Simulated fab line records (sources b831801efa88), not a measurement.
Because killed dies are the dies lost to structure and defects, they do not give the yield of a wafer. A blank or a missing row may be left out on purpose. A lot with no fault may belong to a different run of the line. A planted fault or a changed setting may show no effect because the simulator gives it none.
Split-lot trial | flow gf180mcu | 23 wafers read across 5 lots, on a route 602 steps long

== ON THE SPLIT ==
At GF_CONTACT_CVD_00 (deposits SiO2, target thk 300 nm, time 50 s), the setting sih4 flow sccm was moved away from the recipe's 60 sccm on 7 of the 23 wafers read, by -11.2% to -5.0%. All remaining wafers had this setting at the recipe value.

Between the split and the reading, the file records no step.

== THE READING ==
Values of CONTACT_CVD_00_THK in nm from GF_CONTACT_THK_MEAS_01. On this fab line, fault-free wafers typically give 301 nm with a standard deviation of 3.2 nm.

wafer  | tool, chamber at the split | sih4 flow sccm as run, sccm | against the recipe | CONTACT_CVD_00_THK, nm | against lot-mates on the recipe
L076.1 | hdpcvd-02, 2               | 60                          | recipe             | 297                    | -
L076.2 | hdpcvd-02, 1               | 60                          | recipe             | 300                    | -
L076.3 | hdpcvd-02, 0               | 60                          | recipe             | 304                    | -
L076.4 | hdpcvd-02, 0               | 53.27                       | -11.2%             | 269                    | -31
L076.5 | hdpcvd-02, 1               | 53.27                       | -11.2%             | 268                    | -32
L078.2 | hdpcvd-02, 2               | 60                          | recipe             | 297                    | -
L078.3 | hdpcvd-02, 1               | 60                          | recipe             | 302                    | -
L078.4 | hdpcvd-02, 0               | 60                          | recipe             | 301                    | -
L078.5 | hdpcvd-02, 2               | 60                          | recipe             | 301                    | -
L078.6 | hdpcvd-02, 1               | 60                          | recipe             | 303                    | -
L079.1 | hdpcvd-02, 1               | 60                          | recipe             | 300                    | -
L079.4 | hdpcvd-02, 1               | 60                          | recipe             | 300                    | -
L079.5 | hdpcvd-02, 0               | 60                          | recipe             | 299                    | -
L082.1 | hdpcvd-01, 0               | 60                          | recipe             | 303                    | -
L082.2 | hdpcvd-01, 2               | 60                          | recipe             | 303                    | -
L082.3 | hdpcvd-01, 1               | 60                          | recipe             | 304                    | -
L082.5 | hdpcvd-01, 1               | 57                          | -5.0%              | 292                    | -11
L082.6 | hdpcvd-01, 2               | 57                          | -5.0%              | 292                    | -11
L084.1 | hdpcvd-01, 2               | 54.66                       | -8.9%              | 276                    | -28
L084.2 | hdpcvd-01, 1               | 60                          | recipe             | 306                    | -
L084.4 | hdpcvd-01, 0               | 54.66                       | -8.9%              | 275                    | -29
L084.5 | hdpcvd-01, 2               | 60                          | recipe             | 302                    | -
L084.6 | hdpcvd-01, 1               | 54.66                       | -8.9%              | 275                    | -29

THE FIT
A straight line over all 23 wafers: CONTACT_CVD_00_THK changes by +2.86 nm for each +1% of sih4 flow sccm; r = +0.98; the points scatter about the line by 2.6 nm.
The same after taking each lot's own level away (the mean of its wafers on the recipe; 23 wafers): +2.97 nm for each +1%; r = +0.99; scatter 2.2 nm.
On that fit, the largest move of sih4 flow sccm shifts the reading by 33 nm.
The lots' own levels span 299.7 to 304.0 nm, that is 1.4 times the standard deviation above.
The two slopes are in agreement: the lot-to-lot level therefore moves the slope only a little.
Check: with one of the wafers moved furthest among these (-11.2%) left out of the fit, the line predicts -33.7 nm for it against its lot-mates. It came out at -31.3 nm against them.

== OTHER SPLITS APPLIED TO THESE WAFERS ==
Other splits were also applied to these wafers ahead of the reading. Each is held against what the fit with the lots' levels taken away leaves over:
other split on the same wafers      | wafers away from the commonest value | r with CONTACT_CVD_00_THK (lot level and that fit taken away)
GF_HV_LDD_IMPLANT_09 energy kev     | 4                                    | -0.24
GF_HV_LDD_STRIP_22 platen temp c    | 11                                   | -0.13
GF_HV_LDD_COAT_41 resist thk nm     | 5                                    | +0.40
GF_HV_LDD_DEVELOP_45 develop time s | 11                                   | -0.46
GF_NSD_EXPOSE_04 dose mj            | 7                                    | -0.16
GF_NSD_IMPLANT_10 dose cm2          | 4                                    | +0.03
GF_PSD_DEVELOP_06 develop time s    | 7                                    | +0.06
GF_SALICIDE_SPUTTER_03 power w      | 10                                   | +0.20

== THE WHOLE CHAIN: every reading that the file lists as answering this split, in the file's order ==
step                   | what it does                                | reading                                                                        | change (the file's fit)              | r (the file's)
GF_CONTACT_CVD_00      | deposits SiO2, target thk 300 nm, time 50 s | SiO2_of_CONTACT_CVD_00.thk nm (the simulator's own value, which no gauge read) | +2.91 nm for each +1% of the setting | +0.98
GF_CONTACT_THK_MEAS_01 |                                             | CONTACT_CVD_00_THK                                                             | +2.9 for each +1% of the setting     | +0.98

== FILE'S OWN FIT ==
CONTACT_CVD_00_THK changes by +2.9 nm for each +1% of sih4 flow sccm, r = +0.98.
